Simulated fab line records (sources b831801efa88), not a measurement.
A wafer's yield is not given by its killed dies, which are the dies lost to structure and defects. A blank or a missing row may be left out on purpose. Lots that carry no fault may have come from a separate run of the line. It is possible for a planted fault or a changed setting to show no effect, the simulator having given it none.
Which tool is to blame? || flow gf180mcu || 11 lots with 33 wafers sampled at 3 steps, on a route of 602 steps

== WHAT THE GAUGES READ, wafer by wafer ==
GF_V5_RS_MEAS_24: the measuring method here is four-point-probe.
{"lot": "L206", "measured": "day 27 04:16", "on": "film_metro-01", "V5_W_RS (ohm/sq)": "0.3286 0.3269 0.3233"}
{"lot": "L208", "measured": "day 27 17:28", "on": "film_metro-02", "V5_W_RS (ohm/sq)": "0.3273 0.3306 0.3287"}
{"lot": "L209", "measured": "day 28 03:34", "on": "film_metro-03", "V5_W_RS (ohm/sq)": "0.3330 0.3297 0.3316"}
{"lot": "L212", "measured": "day 28 23:15", "on": "film_metro-03", "V5_W_RS (ohm/sq)": "0.3293 0.3272 0.3295"}
{"lot": "L214", "measured": "day 29 13:11", "on": "film_metro-03", "V5_W_RS (ohm/sq)": "0.3254 0.3232 0.3262"}
{"lot": "L216", "measured": "day 30 14:29", "on": "film_metro-02", "V5_W_RS (ohm/sq)": "0.3825 0.3779 0.3826"}
{"lot": "L217", "measured": "day 30 20:20", "on": "film_metro-01", "V5_W_RS (ohm/sq)": "0.3853 0.3809 0.3838"}
{"lot": "L224", "measured": "day 32 08:20", "on": "film_metro-01", "V5_W_RS (ohm/sq)": "0.3272 0.3251 0.3309"}
{"lot": "L226", "measured": "day 32 20:55", "on": "film_metro-02", "V5_W_RS (ohm/sq)": "0.3278 0.3248 0.3249"}
{"lot": "L228", "measured": "day 33 09:05", "on": "film_metro-03", "V5_W_RS (ohm/sq)": "0.3277 0.3290 0.3295"}
{"lot": "L229", "measured": "day 33 18:58", "on": "film_metro-01", "V5_W_RS (ohm/sq)": "0.3302 0.3294 0.3274"}

== TOOL THAT RAN EACH LOT (tool first, then ch and the chambers of the sampled wafers, then the start) ==
{"lot": "L206", "GF_M5_METAL_ETCH_10": "rie_metal-02 ch 0,1, day 26 05:36", "GF_V5_CVD_23": "cvd_w-02 ch 0,1, day 27 04:08"}
{"lot": "L208", "GF_M5_METAL_ETCH_10": "rie_metal-02 ch 0,1, day 26 19:10", "GF_V5_CVD_23": "cvd_w-01 ch 0,1, day 27 17:20"}
{"lot": "L209", "GF_M5_METAL_ETCH_10": "rie_metal-02 ch 0,1, day 27 04:48", "GF_V5_CVD_23": "cvd_w-01 ch 0,1, day 28 03:26"}
{"lot": "L212", "GF_M5_METAL_ETCH_10": "rie_metal-01 ch 0,1, day 28 01:06", "GF_V5_CVD_23": "cvd_w-01 ch 0,1, day 28 23:07"}
{"lot": "L214", "GF_M5_METAL_ETCH_10": "rie_metal-01 ch 0,1, day 28 15:34", "GF_V5_CVD_23": "cvd_w-01 ch 0,1, day 29 13:04"}
{"lot": "L216", "GF_M5_METAL_ETCH_10": "rie_metal-03 ch 0,1, day 29 18:04", "GF_V5_CVD_23": "cvd_w-01 ch 0,1, day 30 14:23"}
{"lot": "L217", "GF_M5_METAL_ETCH_10": "rie_metal-03 ch 0,1, day 29 23:55", "GF_V5_CVD_23": "cvd_w-01 ch 0,1, day 30 20:12"}
{"lot": "L224", "GF_M5_METAL_ETCH_10": "rie_metal-02 ch 0,1, day 31 12:07", "GF_V5_CVD_23": "cvd_w-02 ch 0,1, day 32 08:14"}
{"lot": "L226", "GF_M5_METAL_ETCH_10": "rie_metal-02 ch 0,1, day 32 01:45", "GF_V5_CVD_23": "cvd_w-02 ch 0,1, day 32 20:47"}
{"lot": "L228", "GF_M5_METAL_ETCH_10": "rie_metal-02 ch 0,1, day 32 15:37", "GF_V5_CVD_23": "cvd_w-02 ch 0,1, day 33 08:58"}
{"lot": "L229", "GF_M5_METAL_ETCH_10": "rie_metal-03 ch 0,1, day 33 00:34", "GF_V5_CVD_23": "cvd_w-02 ch 0,1, day 33 18:51"}
- GF_M5_METAL_ETCH_10: etches the open film in Cl2/BCl3, stops on SiO2, target depth 627.5 nm, time 104.6 s.
- GF_V5_CVD_23: deposits W, target thk 350 nm, time 104.9 s.

== THE ANSWER, worked out from the rows above alone ==
Rule: usual is defined by the lots themselves. The widest of any qualifying gaps counts: lots, ordered by their means at a reading, are off when they make up no more than a third of the lots, leave a main group of 4 or more, and stand apart from it by 3 or more times the standard deviation of that group's means. A main group whose means are all the same, to the digits that the tables above print for the reading, isn't used. Also off: a lot with no number at a reading for which 4 or more lots have one. Where the step has rows for the other lots, those lots are counted as sound.
Off: L216, L217, at GF_V5_RS_MEAS_24 (V5_W_RS). For the main group the mean is 0.3279 ohm/sq and the standard deviation 0.0019.
A tool fits if, at a process step before that reading, it ran every lot that is off, and no sound lot after the first of them. The gauges at GF_V5_RS_MEAS_24 are tried like those tools. One fits: cvd_w-01 at GF_V5_CVD_23. A fault onset in the window from L214 (day 29 13:04, its last sound lot) to L216 (day 30 14:23, its first lot off) fits.

== WHAT HAD BEEN PUT IN BY THE SIMULATOR ==
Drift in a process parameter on cvd_w-01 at GF_V5_CVD_23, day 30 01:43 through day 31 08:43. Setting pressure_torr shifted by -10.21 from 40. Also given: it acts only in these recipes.
Shown lots that were struck: L216, L217. The same result came from the rule above.
